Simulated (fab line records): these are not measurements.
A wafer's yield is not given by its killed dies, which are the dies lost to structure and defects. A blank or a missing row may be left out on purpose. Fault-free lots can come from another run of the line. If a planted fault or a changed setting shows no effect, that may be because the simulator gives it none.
Which tool was responsible? :: flow gf180mcu :: 6 lots with 18 wafers sampled at 4 steps, on a route of 602 steps

## WHAT THE GAUGES SHOWED, per wafer
GF_HV_LDD_CD_MEAS_46: target cd 400 nm.
lot: L309
measured: day 12 22:39
on: cdSem-02
cdNm (nm): 401.1 400.9 401.3

lot: L311
measured: day 13 07:50
on: cdSem-02
cdNm (nm): 399.3 399.7 399.0

lot: L318
measured: day 15 23:28
on: cdSem-01
cdNm (nm): 398.4 397.1

lot: L324
measured: day 17 19:07
on: cdSem-01
cdNm (nm): 398.9 399.4 397.9

lot: L327
measured: day 18 14:32
on: cdSem-02
cdNm (nm): 399.4 399.8 399.0

lot: L331
measured: day 20 08:57
on: cdSem-01
cdNm (nm): 400.4 399.1 400.7

## WHICH TOOL RAN EACH LOT (tool, then ch and the chambers of the sampled wafers, then the start)
lot: L309
GF_STI_ETCH_13: rieDiel-04 ch 0,3, day 2 06:17
GF_STI_STRIP_15: plasmaAsher-04 ch 0,1, day 2 06:26
GF_POLY_GATE_ETCH_12: rieDiel-02 ch 0,1, day 9 20:02

lot: L311
GF_STI_ETCH_13: rieDiel-04 ch 0,1,2, day 2 19:38
GF_STI_STRIP_15: plasmaAsher-01 ch 1, day 2 19:47
GF_POLY_GATE_ETCH_12: rieDiel-03 ch 1,3, day 10 02:11

lot: L318
GF_STI_ETCH_13: rieDiel-04 ch 0,2,3, day 4 10:51
GF_STI_STRIP_15: plasmaAsher-01 ch 0,1, day 4 11:01
GF_POLY_GATE_ETCH_12: rieDiel-02 ch 1,3, day 12 07:05

lot: L324
GF_STI_ETCH_13: rieDiel-02 ch 1,2,3, day 5 12:04
GF_STI_STRIP_15: plasmaAsher-01 ch 0,1, day 5 12:13
GF_POLY_GATE_ETCH_12: rieDiel-01 ch 0,2,3, day 13 22:52

lot: L327
GF_STI_ETCH_13: rieDiel-02 ch 0,2, day 6 04:04
GF_STI_STRIP_15: plasmaAsher-03 ch 0,1, day 6 04:13
GF_POLY_GATE_ETCH_12: rieDiel-01 ch 0,1,3, day 14 17:56

lot: L331
GF_STI_ETCH_13: rieDiel-02 ch 0,2,3, day 6 23:44
GF_STI_STRIP_15: plasmaAsher-03 ch 0,1, day 6 23:53
GF_POLY_GATE_ETCH_12: rieDiel-02 ch 0,1,3, day 16 08:08
- GF_STI_ETCH_13: etches the open film in CHF3/O2, stops on Si, target depth 282.31 nm, time 112.9 s.
- GF_STI_STRIP_15: strips in O2/N2.
- GF_POLY_GATE_ETCH_12: etches BARC in N2/H2.

## THE ANSWER, worked out from the rows above alone
Rule: the lots themselves supply what counts as usual. Put in order of their means at a reading, lots are off if they are a third of the lots or fewer, leave a main group of 4 or more, and stand apart from it by a gap of 3 or more times the standard deviation of the main group's means; of several such gaps the widest counts. If all means in a main group match to the digits the tables above print for the reading, that group is not used. Also off: a lot with no number at a reading for which 4 or more lots have one. Where the step has rows for the other lots, those lots are counted as sound.
Across all readings shown, no lot is off: no conclusion can be drawn from this.

## WHAT THE SIMULATOR HAD INSERTED
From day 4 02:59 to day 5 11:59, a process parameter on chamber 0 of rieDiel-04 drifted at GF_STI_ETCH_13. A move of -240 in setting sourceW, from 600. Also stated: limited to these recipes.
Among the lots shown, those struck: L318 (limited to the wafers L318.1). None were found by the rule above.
